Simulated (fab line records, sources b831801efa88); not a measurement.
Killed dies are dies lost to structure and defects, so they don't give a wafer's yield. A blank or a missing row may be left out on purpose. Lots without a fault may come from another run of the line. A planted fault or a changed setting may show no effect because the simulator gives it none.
fab line records | flow sky130
record lots=12 wafers=36 last_day=50
route steps=708 shown VIA3@597 METAL4@599 CAP2M@611 PAD_OPEN@708
lots that met no fault: from a run of the same line without faults
start_h: hours from the record's first day to the start of the lot's first wafer shown | wait_h: hours since the lot's step before | " the same as in the row above | L1.1+2: a row that stands for several wafers | - no value, or no start given | * or withheld: withheld | < > ~ a bound
route shown NAME@n: a module of which the file shows steps, and the number in the route of the first | usual: mean/standard deviation of fault-free wafers | same: alike in all rows | chamber/n: place in a boat | sites: the reading at each site | _std_site: their standard deviation | _edge_site: outer sites' mean less inner sites' | radius_mm: how far each site lies from the wafer's centre | mask NAME#n: copy n | behind: the tool/chamber that last shaped the wafer | hold: why the lot was held/for how many hours/how that ended | device: the transistor (n, p or np) that didn't switch | end of line: the same wafers' tests at the end of the route | a step without rows: its recipe alone | killed: dies lost to structure and defects at the first sort, not the wafer's yield | map: a wafer's dies, x killed, . not, _ none there
set.NAME: the setting as run; set.NAME@STEP: as run at that earlier step | model.NAME: the simulator's own value behind a step, which no gauge read
steps of the route over a sample of lots; a table a step, a row a wafer
services: from which hour (start_h, from the record's first day; less than 0 if before it) a tool's chamber was out of use, for how many hours, and why
## steps
# step SKY_VIA3_CMP_24
# recipe stop_on=SiO2 t_overpolish_s=20 down_force_psi=3.5 platen_rpm=60 target_thk_nm=0 pad_velocity_m_s=0.94248
# usual motor_current_A=11.7/0.81 overpolish_run_s=20.000/0.0094 slurry_filter_dp_kPa=13.49/0.12 time_to_endpoint_s=96/3.9
# columns lot.wafer tool chamber start_h wait_h motor_current_A overpolish_run_s slurry_filter_dp_kPa time_to_endpoint_s
L907.2 cmp-01 1 936.57 0.1 11.7 19.989 13.31 103
L907.3 " 2 " " 11.5 20.005 13.44 91
L907.5 " 3 " " 12.8 19.987 13.51 97
L908.1 cmp-01 2 940.12 0.1 11.4 20.013 13.81 97
L908.5 " 2 " " 10.8 20.007 13.40 97
L908.6 " 3 " " 13.5 20.012 13.61 102
L912.1 cmp-02 2 969.49 0.1 11.2 20.012 13.41 96
L912.5 " 2 " " 11.2 20.014 13.37 97
L912.6 " 3 " " 11.0 20.003 13.58 97
L913.2 cmp-02 1 984.31 0.2 12.8 19.992 13.54 87
L913.3 " 2 " " 11.5 19.987 13.49 93
L913.6 " 3 " " 10.6 20.009 13.74 96
L915.2 cmp-01 3 1002.78 0.1 13.3 19.992 13.31 92
L915.4 " 0 " " 11.8 19.999 13.54 94
L915.1 " 1 " " 11.4 19.988 13.43 100
L918.2 cmp-01 2 1027.05 0.2 10.8 20.019 13.48 94
L918.1 " 0 " " 11.3 19.985 13.65 98
L918.6 " 1 " " 11.5 20.014 13.43 105
L917.3 cmp-02 2 1030.21 0.1 11.9 19.997 13.27 99
L917.1 " 3 " " 10.6 19.997 13.35 98
L917.6 " 1 " " 12.7 19.998 13.34 95
L920.2 cmp-02 3 1043.91 0.2 11.0 19.993 13.44 93
L920.6 " 0 " " 10.9 20.001 13.64 93
L920.5 " 1 " " 13.0 19.993 13.37 89
L923.3 cmp-02 0 1058.37 0.5 11.4 20.008 13.48 98
L923.1 " 1 " " 13.1 19.993 13.56 94
L923.6 " 3 " " 11.4 20.000 13.41 96
L924.2 cmp-01 3 1058.84 0.5 12.9 19.986 13.57 98
L924.1 " 1 " " 12.1 20.011 13.26 106
L924.6 " 0 " " 11.7 19.994 13.35 100
L925.2 cmp-01 0 1065.42 0.2 11.9 20.001 13.43 97
L925.3 " 1 " " 11.6 20.003 13.55 98
L925.1 " 2 " " 11.0 20.013 13.64 89
L928.1 cmp-02 0 1080.86 0.1 11.5 20.009 13.46 96
L928.4 " 2 " " 11.2 20.006 13.52 95
L928.6 " 1 " " 13.1 19.983 13.51 93
# step SKY_METAL4_SPUTTER_01
# recipe material=TiN target_thk_nm=20 power_w=6500 time_s=16.7 chamber_pressure_pa=0.4
# usual throttle_valve_pct=29.7/1.1
# columns lot.wafer tool chamber start_h wait_h throttle_valve_pct
L907.2 pvd_sputter-03 - 936.79 0.0 29.5
L907.3 " - " " 31.3
L907.5 " - " " 29.1
L908.1 pvd_sputter-02 - 940.44 0.0 28.7
L908.5 " - " " 29.0
L908.6 " - " " 29.3
L912.1 pvd_sputter-02 - 969.81 0.0 28.7
L912.5 " - " " 29.1
L912.6 " - " " 29.2
L913.2 pvd_sputter-01 - 984.53 0.0 28.0
L913.3 " - " " 29.5
L913.6 " - " " 28.6
L915.1 pvd_sputter-02 - 1003.06 0.0 32.2
L915.2 " - " " 28.7
L915.4 " - " " 29.1
L918.1 pvd_sputter-03 - 1027.32 0.0 30.4
L918.2 " - " " 29.1
L918.6 " - " " 30.3
L917.1 pvd_sputter-03 - 1030.48 0.0 29.4
L917.3 " - " " 30.4
L917.6 " - " " 30.4
L920.2 pvd_sputter-02 - 1044.08 0.0 32.3
L920.5 " - " " 29.4
L920.6 " - " " 28.6
L923.1 pvd_sputter-02 - 1058.59 0.0 32.2
L923.3 " - " " 29.2
L923.6 " - " " 32.0
L924.1 pvd_sputter-01 - 1059.16 0.0 29.5
L924.2 " - " " 29.6
L924.6 " - " " 29.5
L925.1 pvd_sputter-01 - 1065.69 0.0 29.6
L925.2 " - " " 29.4
L925.3 " - " " 28.0
L928.1 pvd_sputter-03 - 1081.19 0.0 31.3
L928.4 " - " " 30.3
L928.6 " - " " 29.6
# step SKY_METAL4_SPUTTER_03
# recipe material=Ti target_thk_nm=5 power_w=3000 time_s=3.3 chamber_pressure_pa=0.4
# usual throttle_valve_pct=29.7/1.1
# columns lot.wafer tool chamber start_h wait_h throttle_valve_pct
L907.2 pvd_sputter-03 - 936.85 0.0 29.6
L907.3 " - " " 31.3
L907.5 " - " " 29.3
L908.1 pvd_sputter-02 - 940.51 0.0 28.8
L908.5 " - " " 29.3
L908.6 " - " " 29.6
L912.1 pvd_sputter-02 - 969.87 0.0 28.8
L912.5 " - " " 29.2
L912.6 " - " " 29.4
L913.2 pvd_sputter-01 - 984.60 0.0 27.9
L913.3 " - " " 29.6
L913.6 " - " " 28.3
L915.1 pvd_sputter-02 - 1003.12 0.0 32.2
L915.2 " - " " 28.9
L915.4 " - " " 28.9
L918.1 pvd_sputter-03 - 1027.38 0.0 30.2
L918.2 " - " " 29.2
L918.6 " - " " 30.4
L917.1 pvd_sputter-03 - 1030.55 0.0 29.5
L917.3 " - " " 30.5
L917.6 " - " " 30.3
L920.2 pvd_sputter-02 - 1044.15 0.0 32.4
L920.5 " - " " 29.3
L920.6 " - " " 28.8
L923.1 pvd_sputter-02 - 1058.65 0.0 32.1
L923.3 " - " " 29.4
L923.6 " - " " 32.3
L924.1 pvd_sputter-01 - 1059.22 0.0 29.5
L924.2 " - " " 29.5
L924.6 " - " " 29.9
L925.1 pvd_sputter-01 - 1065.76 0.0 29.6
L925.2 " - " " 29.4
L925.3 " - " " 28.1
L928.1 pvd_sputter-03 - 1081.25 0.0 31.2
L928.4 " - " " 30.2
L928.6 " - " " 30.0
# step SKY_CAP2M_SOFTBAKE_08
# recipe temp_c=90 time_s=60 resist=NOVOLAK
# usual exhaust_pa=44.9/0.9 heater_power_total_W=56.60/0.042 plate_temp_C=90.03/0.13
# columns lot.wafer tool chamber start_h wait_h exhaust_pa heater_power_total_W plate_temp_C
L907.2 litho_track-02 0 949.32 0.1 44.7 56.60 90.01
L907.3 " 0 " " 45.5 56.64 90.09
L907.5 " 0 " " 45.1 56.60 90.01
L908.1 litho_track-02 0 953.59 0.1 45.0 56.49 90.07
L908.5 " 0 " " 44.5 56.60 90.03
L908.6 " 0 " " 45.5 56.56 90.01
L912.1 litho_track-03 0 981.83 0.1 45.8 56.64 90.11
L912.5 " 0 " " 43.9 56.63 90.06
L912.6 " 0 " " 45.0 56.61 90.23
L913.2 litho_track-02 0 996.67 0.1 44.8 56.66 89.99
L913.3 " 0 " " 46.7 56.69 89.93
L913.6 " 0 " " 45.5 56.59 89.91
L915.1 litho_track-02 0 1014.79 0.1 46.1 56.56 90.09
L915.2 " 0 " " 45.9 56.60 90.22
L915.4 " 0 " " 45.2 56.55 89.98
L918.1 litho_track-01 0 1038.90 0.1 44.4 56.60 90.05
L918.2 " 0 " " 45.0 56.63 89.91
L918.6 " 0 " " 46.0 56.55 90.25
L917.1 litho_track-02 0 1041.79 0.1 43.1 54.30 87.23
L917.3 " 0 " " 44.7 54.20 87.33
L917.6 " 0 " " 43.5 54.10 87.39
L920.2 litho_track-02 0 1055.47 0.1 44.9 54.13 87.57
L920.5 " 0 " " 45.3 54.25 87.48
L920.6 " 0 " " 46.3 54.23 87.41
L923.1 litho_track-03 0 1068.98 0.1 44.7 56.64 90.09
L923.3 " 0 " " 44.0 56.68 90.14
L923.6 " 0 " " 43.8 56.57 90.27
L924.1 litho_track-01 0 1070.30 0.1 45.8 56.57 90.09
L924.2 " 0 " " 45.3 56.58 89.92
L924.6 " 0 " " 45.9 56.62 89.97
L925.1 litho_track-03 0 1076.83 0.1 46.6 56.67 90.04
L925.2 " 0 " " 43.3 56.64 89.99
L925.3 " 0 " " 45.3 56.58 89.90
L928.1 litho_track-03 0 1091.28 0.1 43.7 56.60 89.89
L928.4 " 0 " " 43.3 56.64 90.01
L928.6 " 0 " " 43.0 56.56 90.08
# step SKY_PAD_OPEN_PROBE_99
# usual defect_limited_yield=82.9/1.7 killed_at_M0_to_M3=42/6.7 killed_at_M4_up=3.4/2 killed_at_contacts=24/5.1 killed_at_front_end=14/4.2 killed_at_other=0.2/0.49 killed_dies=84/8.4 killed_open=46/7 killed_short=39/5.8 sort_bin_3_pad_short=0.8/0.42 sort_bin_5_function=10.2/1.3 sort_bin_6_memory=6.1/1 sort_n_pass=408/8.4 sort_yield_pct=82.9/1.7
# same gross_dies=492 killed_at_back_side=0 sort_bin_4_leakage[%]=0 sort_bin_8_speed[%]=0
# columns lot.wafer tool chamber start_h wait_h defect_limited_yield[%] killed_at_M0_to_M3 killed_at_M4_up killed_at_contacts killed_at_front_end killed_at_other killed_dies killed_open killed_short sort_bin_3_pad_short[%] sort_bin_5_function[%] sort_bin_6_memory[%] sort_n_pass sort_yield_pct[%]
L925.1 prober-02 - 1187.25 0.1 84.8 43 6 17 9 0 75 44 31 0.6 9.6 5.1 417 84.8
L925.2 prober-02 - 1187.30 0.1 82.3 44 3 19 21 0 87 49 38 0.8 10.8 6.1 405 82.3
L925.3 prober-02 - 1187.35 0.2 83.5 41 1 28 11 0 81 36 45 0.6 9.6 6.3 411 83.5
# killed by level:class
L925.1 VIA1:geometric_particle:open=9 VIA2:geometric_particle:open=9 CONTACT:geometric_particle:open=7 FIELD_ISO:geometric_particle:short=4 LI_CONTACT:geometric_particle:open=4 VIA1:geometric_particle:short=4 METAL1:geometric_particle:short=4 METAL1:geometric_particle:open=4
L925.2 VIA2:geometric_particle:open=10 CONTACT:geometric_particle:open=8 VIA1:geometric_particle:open=7 POLY_GATE:geometric_particle:open=6 VIA1:geometric_particle:short=6 VIA3:geometric_particle:short=5 FIELD_ISO:geometric_particle:open=4 METAL2:geometric_particle:short=4
L925.3 LI_CONTACT:geometric_particle:open=10 CONTACT:geometric_particle:open=6 CONTACT:geometric_particle:short=6 METAL3:geometric_particle:short=6 LI_CONTACT:geometric_particle:short=5 VIA1:geometric_particle:open=5 VIA2:geometric_particle:open=5 VIA3:geometric_particle:open=5
## services
# columns tool chamber start_h hours kind
cmp-01 - 916.00 - consumable_replace:conditioner
cmp-01 - 916.00 - consumable_replace:pad
cmp-01 - 925.33 0.3 repair
cmp-02 - 925.73 2.8 repair
pvd_sputter-01 - 952.13 3.7 repair
cmp-02 - 971.07 0.4 repair
pvd_sputter-02 - 980.88 2.7 repair
cmp-02 - 1002.41 6.0 pm
cmp-02 - 1025.82 1.8 repair
cmp-02 - 1038.76 1.8 repair
pvd_sputter-01 - 1047.97 1.6 repair
cmp-01 - 1056.74 1.5 repair
cmp-02 - 1084.27 4.0 pm
cmp-02 - 1088.27 - consumable_replace:conditioner
cmp-02 - 1088.27 - consumable_replace:pad
## key
first_sign step=SKY_CAP2M_SOFTBAKE_08 reading=heater_power_total_W direction=down sigmas=57 usual=* struck=*
effect step=SKY_CAP2M_SOFTBAKE_08 reading=plate_temp_C direction=down sigmas=20 usual=* struck=*
met_at SKY_CAP2M_SOFTBAKE_08
struck_lots L917,L920
not_acting_at SKY_VIA3_CMP_24,SKY_METAL4_SPUTTER_01,SKY_METAL4_SPUTTER_03
onset_between 1014.79 1041.79
fault kind=process_parameter_drift tool=litho_track-02 chamber=- onset_h=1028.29 steps=SKY_CAP2M_SOFTBAKE_08 channel=temp_c offset=* shape=step end_h=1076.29 acts_in=* stated=*
